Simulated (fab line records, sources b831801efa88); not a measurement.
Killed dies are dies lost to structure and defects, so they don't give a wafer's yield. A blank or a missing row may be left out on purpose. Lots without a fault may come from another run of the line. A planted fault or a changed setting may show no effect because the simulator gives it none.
Which tool did it? | flow sky130 | 24 lots, 72 wafers sampled, at 6 steps of a route of 708

WHAT THE GAUGES READ, wafer by wafer
SKY_VT_ADJUST_HVTR_TW_MEAS_11. Usual: VT_ADJUST_HVTR_TW 212.5, standard deviation 1.2.
lot  | measured     | on            | VT_ADJUST_HVTR_TW | flag
L074 | day 9 11:50  | film_metro-04 | 213.4 213.9 213.2 |
L075 | day 9 20:38  | film_metro-02 | 211.9 211.8 212.9 |
L076 | day 10 05:43 | film_metro-04 | 212.0 212.3 212.1 |
L077 | day 10 12:28 | film_metro-04 | 213.5 211.8 212.3 |
L078 | day 10 18:52 | film_metro-02 | 212.1 212.2 212.9 |
L079 | day 11 01:14 | film_metro-01 | 212.8 213.2 212.9 |
L080 | day 11 09:43 | film_metro-01 | 213.3 212.2 211.9 |
L081 | day 11 14:34 | film_metro-02 | 211.1 210.8 211.1 |
L082 | day 11 20:39 | film_metro-01 | 212.5 213.5 213.1 |
L083 | day 12 01:43 | film_metro-04 | 211.2 211.6 211.8 |
L084 | day 12 08:56 | film_metro-04 | 212.4 211.7 211.8 |
L085 | day 12 16:40 | film_metro-01 | 211.8 213.4 211.3 |
L086 | day 13 00:26 | film_metro-01 | 213.9 214.7 215.0 |
L087 | day 13 09:49 | film_metro-04 | 212.3 212.4 212.6 |
L088 | day 13 12:10 | film_metro-02 | 208.9 209.8 209.7 |
L089 | day 13 22:39 | film_metro-04 | 213.1 212.3 212.4 |
L090 | day 14 07:30 | film_metro-02 | 210.8 210.8 210.9 |
L091 | day 14 15:33 | film_metro-04 | 213.0 211.1 212.0 |
L092 | day 14 21:55 | film_metro-04 | 211.1 212.4 211.2 |
L093 | day 15 06:18 | film_metro-01 | 214.5 213.8 214.9 |
L094 | day 15 11:12 | film_metro-01 | 212.9 212.4 213.5 |
L095 | day 15 22:02 | film_metro-01 | 214.7 214.6 213.3 |
L096 | day 16 04:51 | film_metro-04 | 211.8 212.8 212.4 |
L097 | day 16 14:17 | film_metro-01 | 214.0 214.0 213.7 |

SKY_SONOS_ONO_CD_MEAS_13: target cd 410 nm. Usual: cd_nm 409.5 nm, standard deviation 2.2.
lot  | measured     | on        | cd_nm (nm)        | flag
L074 | day 12 14:16 | cd_sem-01 | 408.2 410.8 408.7 |
L075 | day 13 04:20 | cd_sem-01 | 413.4 413.2 411.2 |
L076 | day 13 16:49 | cd_sem-01 | 412.8 412.2 412.8 |
L077 | day 13 16:46 | cd_sem-02 | 409.8 407.9 409.3 |
L078 | day 14 03:56 | cd_sem-01 | 409.5 407.3 408.4 |
L079 | day 14 09:53 | cd_sem-01 | 406.1 408.6 405.5 |
L080 | day 14 20:56 | cd_sem-02 | 410.1 408.9 410.4 |
L081 | day 14 21:13 | cd_sem-01 | 410.3 410.7 409.6 |
L082 | day 15 04:43 | cd_sem-01 | 408.7 412.7 410.0 |
L083 | day 15 08:16 | cd_sem-01 | 411.0 411.7 412.2 |
L084 | day 15 17:35 | cd_sem-01 | 410.1 411.6 409.9 |
L085 | day 16 05:05 | cd_sem-01 | 414.0 412.6 414.1 |
L086 | day 16 09:17 | cd_sem-02 | 405.2 406.6 405.3 |
L087 | day 16 23:51 | cd_sem-02 | 409.4 409.9 408.9 |
L088 | day 17 02:49 | cd_sem-01 | 406.2 404.3 406.3 |
L089 | day 17 13:19 | cd_sem-02 | 411.4 412.5 410.6 |
L090 | day 18 05:01 | cd_sem-02 | 410.4 411.0 411.3 |
L091 | day 18 10:38 | cd_sem-01 | 411.9 411.2 410.8 |
L092 | day 18 17:25 | cd_sem-01 | 410.9 410.1 410.3 |
L093 | day 19 02:31 | cd_sem-01 | 409.5 408.7 409.6 |
L094 | day 19 09:19 | cd_sem-02 | 407.4 409.2 406.4 |
L095 | day 19 22:16 | cd_sem-01 | 406.1 408.4 409.9 |
L096 | day 20 02:32 | cd_sem-01 | 406.8 404.2 405.7 |
L097 | day 20 12:54 | cd_sem-02 | 408.9 411.2 411.5 |

SKY_LDD_HVP_OVL_MEAS_07. Usual: LDD_HVP_OVL 0.1 nm, standard deviation 1.5.
lot  | measured     | on         | LDD_HVP_OVL (nm) | flag
L074 | day 21 16:22 | overlay-01 | 1.0 -0.1 1.0     |
L075 | day 22 10:20 | overlay-01 | 3.2 2.9 1.0      |
L076 | day 22 20:33 | overlay-01 | 1.2 0.8 1.6      |
L077 | day 22 21:23 | overlay-01 | 1.3 1.4 1.5      |
L078 | day 23 05:17 | overlay-01 | -1.0 1.0 -1.1    |
L079 | day 23 15:58 | overlay-02 | 1.9 0.3 0.9      |
L080 | day 24 00:51 | overlay-01 | 0.4 1.0 2.3      |
L081 | day 24 04:26 | overlay-02 | 0.2 0.5 -0.3     |
L082 | day 24 10:56 | overlay-01 | 2.2 4.5 2.0      |
L083 | day 24 17:14 | overlay-02 | 1.7 1.9 -0.8     |
L084 | day 25 00:58 | overlay-02 | -0.7 -1.3 -1.2   |
L085 | day 25 12:29 | overlay-01 | -2.3 0.1 -0.8    |
L086 | day 25 17:04 | overlay-01 | -2.5 -1.7 -2.7   |
L087 | day 26 05:41 | overlay-02 | 0.5 2.1 1.1      |
L088 | day 26 13:08 | overlay-01 | -1.1 -2.1 -0.2   |
L089 | day 26 17:50 | overlay-02 | -1.6 -0.7 -3.0   |
L090 | day 27 11:23 | overlay-02 | -1.3 0.2 -1.6    |
L091 | day 27 15:50 | overlay-02 | 0.7 1.4 1.0      |
L092 | day 27 21:23 | overlay-01 | -1.1 -2.4 -3.0   |
L093 | day 28 04:58 | overlay-01 | 0.0 -1.9 -1.5    |
L094 | day 28 15:53 | overlay-02 | 0.4 1.1 0.9      |
L095 | day 28 23:41 | overlay-01 | 1.1 -1.3 -1.2    |
L096 | day 29 04:40 | overlay-01 | 0.3 -0.7 -0.9    |
L097 | day 29 12:56 | overlay-01 | -2.3 -0.4 0.7    |

SKY_SD_P_OVL_MEAS_08. Usual: SD_P_OVL -1.1 nm, standard deviation 1.2.
lot  | measured     | on         | SD_P_OVL (nm)  | flag
L074 | day 25 12:46 | overlay-01 | -0.9 -0.4 0.3  |
L075 | day 26 07:04 | overlay-01 | -0.5 -1.2 -0.5 |
L076 | day 26 14:34 | overlay-02 | -1.2 -0.3 -0.8 |
L077 | day 26 16:01 | overlay-01 | -4.2 -2.2 -4.4 |
L078 | day 27 00:43 | overlay-01 | 0.1 -0.1 0.6   |
L079 | day 27 11:25 | overlay-01 | 0.5 -1.3 -1.2  |
L080 | day 27 17:46 | overlay-02 | -0.8 -0.6 -0.3 |
L081 | day 27 21:49 | overlay-02 | -2.4 -2.5 -3.8 |
L082 | day 28 04:16 | overlay-02 | -1.0 0.8 -0.5  |
L083 | day 28 10:56 | overlay-01 | -2.4 -3.0 -2.3 |
L084 | day 28 20:16 | overlay-02 | 0.0 -2.8 -1.9  |
L085 | day 29 04:31 | overlay-02 | 1.6 -0.2 0.8   |
L086 | day 29 08:55 | overlay-01 | -2.2 -1.7 -0.4 |
L087 | day 29 21:12 | overlay-01 | -1.4 -1.4 -1.8 |
L088 | day 30 04:13 | overlay-01 | -1.0 -1.3 -1.9 |
L089 | day 30 08:34 | overlay-01 | -0.9 -2.0 -2.0 |
L090 | day 31 03:28 | overlay-02 | -2.2 -1.7 -2.2 |
L091 | day 31 07:04 | overlay-01 | -2.7 -2.0 -0.6 |
L092 | day 31 12:37 | overlay-02 | 0.1 -2.8 -2.2  |
L093 | day 31 20:04 | overlay-02 | 0.5 0.9 1.5    |
L094 | day 32 05:04 | overlay-01 | -1.7 -1.7 -2.3 |
L095 | day 32 12:46 | overlay-02 | -0.3 0.4 0.6   |
L096 | day 32 17:37 | overlay-02 | -0.9 -1.0 -1.8 |
L097 | day 33 03:18 | overlay-01 | 0.0 0.9 0.0    |

SKY_SD_N_CD_MEAS_07: target cd 380 nm. Usual: cd_nm 380.5 nm, standard deviation 2.9.
lot  | measured     | on        | cd_nm (nm)        | flag
L074 | day 27 22:19 | cd_sem-01 | 377.5 382.1 380.4 |
L075 | day 28 16:44 | cd_sem-02 | 380.6 380.2 381.1 |
L076 | day 29 00:26 | cd_sem-02 | 385.4 384.0 384.3 |
L077 | day 29 02:02 | cd_sem-01 | 386.7 386.6 386.7 |
L078 | day 29 09:20 | cd_sem-02 | 377.5 380.4 377.2 |
L079 | day 29 20:25 | cd_sem-02 | 384.4 384.0 385.2 |
L080 | day 30 01:43 | cd_sem-02 | 382.2 383.7 382.7 |
L081 | day 30 06:11 | cd_sem-02 | 373.1 374.0 373.6 |
L082 | day 30 10:29 | cd_sem-01 | 384.1 379.0 380.4 |
L083 | day 30 18:20 | cd_sem-01 | 379.8 382.3 379.4 |
L084 | day 31 03:38 | cd_sem-02 | 379.1 379.3 379.5 |
L085 | day 31 12:14 | cd_sem-01 | 384.7 380.6 382.0 |
L086 | day 31 16:10 | cd_sem-01 | 380.2 382.2 381.9 |
L087 | day 32 04:40 | cd_sem-02 | 382.0 379.2 378.7 |
L088 | day 32 10:16 | cd_sem-01 | 380.5 381.0 382.6 |
L089 | day 32 15:29 | cd_sem-02 | 374.8 374.9 377.9 |
L090 | day 33 09:19 | cd_sem-01 | 380.0 379.4 380.0 |
L091 | day 33 12:31 | cd_sem-01 | 381.8 382.4 382.9 |
L092 | day 33 17:59 | cd_sem-01 | 382.2 383.3 382.7 |
L093 | day 34 00:22 | cd_sem-01 | 378.6 379.2 379.4 |
L094 | day 34 10:34 | cd_sem-02 | 377.6 377.0 377.9 |
L095 | day 34 19:02 | cd_sem-01 | 380.4 380.3 382.8 |
L096 | day 34 22:23 | cd_sem-02 | 380.4 381.3 380.2 |
L097 | day 35 08:23 | cd_sem-01 | 378.9 377.4 377.6 |

WHICH TOOL RAN EACH LOT (tool, then ch and the chambers of the sampled wafers, then the start)
lot  | SKY_POLY_CUT_ETCH_11
L074 | rie_diel-04 ch 1,2,3, day 24 07:38
L075 | rie_diel-02 ch 1,2,3, day 25 01:32
L076 | rie_diel-01 ch 0,1,2, day 25 10:11
L077 | rie_diel-04 ch 0,1,3, day 25 11:44
L078 | rie_diel-04 ch 0,1,3, day 25 19:53
L079 | rie_diel-04 ch 0,2,3, day 26 06:50
L080 | rie_diel-02 ch 0,1,3, day 26 12:53
L081 | rie_diel-02 ch 0,1, day 26 16:58
L082 | rie_diel-04 ch 1,3, day 27 00:11
L083 | rie_diel-01 ch 1,2,3, day 27 06:02
L084 | rie_diel-04 ch 0,2,3, day 27 15:43
L085 | rie_diel-01 ch 1,3, day 28 00:29
L086 | rie_diel-04 ch 1,2,3, day 28 05:08
L087 | rie_diel-04 ch 0,1,2, day 28 17:56
L088 | rie_diel-02 ch 2,3, day 29 00:56
L089 | rie_diel-01 ch 0,3, day 29 04:59
L090 | rie_diel-04 ch 0,3, day 29 23:32
L091 | rie_diel-02 ch 2,3, day 30 04:14
L092 | rie_diel-02 ch 1,2, day 30 08:59
L093 | rie_diel-04 ch 1,2, day 30 17:37
L094 | rie_diel-04 ch 0,2,3, day 31 01:34
L095 | rie_diel-02 ch 1,2, day 31 10:05
L096 | rie_diel-04 ch 0,1,3, day 31 14:59
L097 | rie_diel-02 ch 0,3, day 32 00:07
- SKY_POLY_CUT_ETCH_11: etches Si3N4 in CF4/CH2F2/Ar, stops on poly-Si, time 42.5 s, target depth 60 nm.

WHAT THE TOOLS THEMSELVES READ (means of the sampled wafers that have a number; where no wafer has one, the mark that the record gives instead)
SKY_POLY_CUT_ETCH_11. Usual: bias_w 150.0 W, standard deviation 0.49; cf4_flow_sccm 40.02 sccm, standard deviation 0.12; drypump_motor_current_A 5.7 A, standard deviation 0.61; oes_product_au 0.830 a.u., standard deviation 0.0062; throttle_valve_pct 14.995 %, standard deviation 0.0093.
lot  | tool        | bias_w (W) | cf4_flow_sccm (sccm) | drypump_motor_current_A (A) | oes_product_au (a.u.) | throttle_valve_pct (%) | flag
L074 | rie_diel-04 | 149.7      | 40.02                | 5.3                         | 0.834                 | 14.990                 |
L075 | rie_diel-02 | 149.9      | 40.12                | 5.6                         | 0.826                 | 14.997                 |
L076 | rie_diel-01 | 150.2      | 40.16                | 5.9                         | 0.829                 | 14.994                 |
L077 | rie_diel-04 | 150.0      | 39.98                | 5.6                         | 0.829                 | 14.994                 |
L078 | rie_diel-04 | 150.1      | 40.02                | 5.7                         | 0.831                 | 14.996                 |
L079 | rie_diel-04 | 150.6      | 39.91                | 5.8                         | 0.833                 | 15.002                 |
L080 | rie_diel-02 | 149.7      | 40.14                | 5.5                         | 0.835                 | 14.994                 |
L081 | rie_diel-02 | 149.4      | 40.01                | 5.4                         | 0.825                 | 14.997                 |
L082 | rie_diel-04 | 149.6      | 40.04                | 5.1                         | 0.840                 | 14.992                 |
L083 | rie_diel-01 | 150.4      | 39.93                | 5.5                         | 0.835                 | 14.992                 |
L084 | rie_diel-04 | 150.0      | 40.01                | 5.8                         | 0.833                 | 14.996                 |
L085 | rie_diel-01 | 150.0      | 40.01                | 5.5                         | 0.831                 | 14.992                 |
L086 | rie_diel-04 | 149.8      | 39.93                | 5.3                         | 0.829                 | 14.995                 |
L087 | rie_diel-04 | 150.0      | 39.93                | 5.9                         | 0.831                 | 14.984                 |
L088 | rie_diel-02 | 150.1      | 39.95                | 6.0                         | 0.828                 | 14.992                 |
L089 | rie_diel-01 | 150.5      | 39.92                | 5.7                         | 0.825                 | 15.000                 |
L090 | rie_diel-04 | 150.0      | 40.02                | 6.2                         | 0.836                 | 14.991                 |
L091 | rie_diel-02 | 149.6      | 40.13                | 6.0                         | 0.829                 | 14.999                 |
L092 | rie_diel-02 | 149.9      | 39.88                | 5.2                         | 0.833                 | 15.002                 |
L093 | rie_diel-04 | 150.1      | 40.08                | 5.5                         | 0.828                 | 14.989                 |
L094 | rie_diel-04 | 150.1      | 40.00                | 5.8                         | 0.828                 | 14.994                 |
L095 | rie_diel-02 | 150.0      | 40.03                | 5.3                         | 0.823                 | 14.986                 |
L096 | rie_diel-04 | 149.9      | 39.89                | 5.7                         | 0.828                 | 14.994                 |
L097 | rie_diel-02 | 150.6      | 40.12                | 5.8                         | 0.833                 | 14.985                 |

THE ANSWER, worked out from the rows above alone
Rule: a lot is off if the mean of its wafers that have a number lies more than 3 standard deviations from the usual mean. A lot without any number at a reading at which 4 lots or more have one is off too. The other lots that the step has rows for count as sound. The gauges are gone through in route order, then the tools' own readings, and for those a lot's mean is taken as printed above. The first step at which some lot is off is used, and at that step the reading that is off furthest; a lot without a number counts as furthest.
No lot is off at any reading shown: from this, nothing can be told.

WHAT THE SIMULATOR HAD PUT IN
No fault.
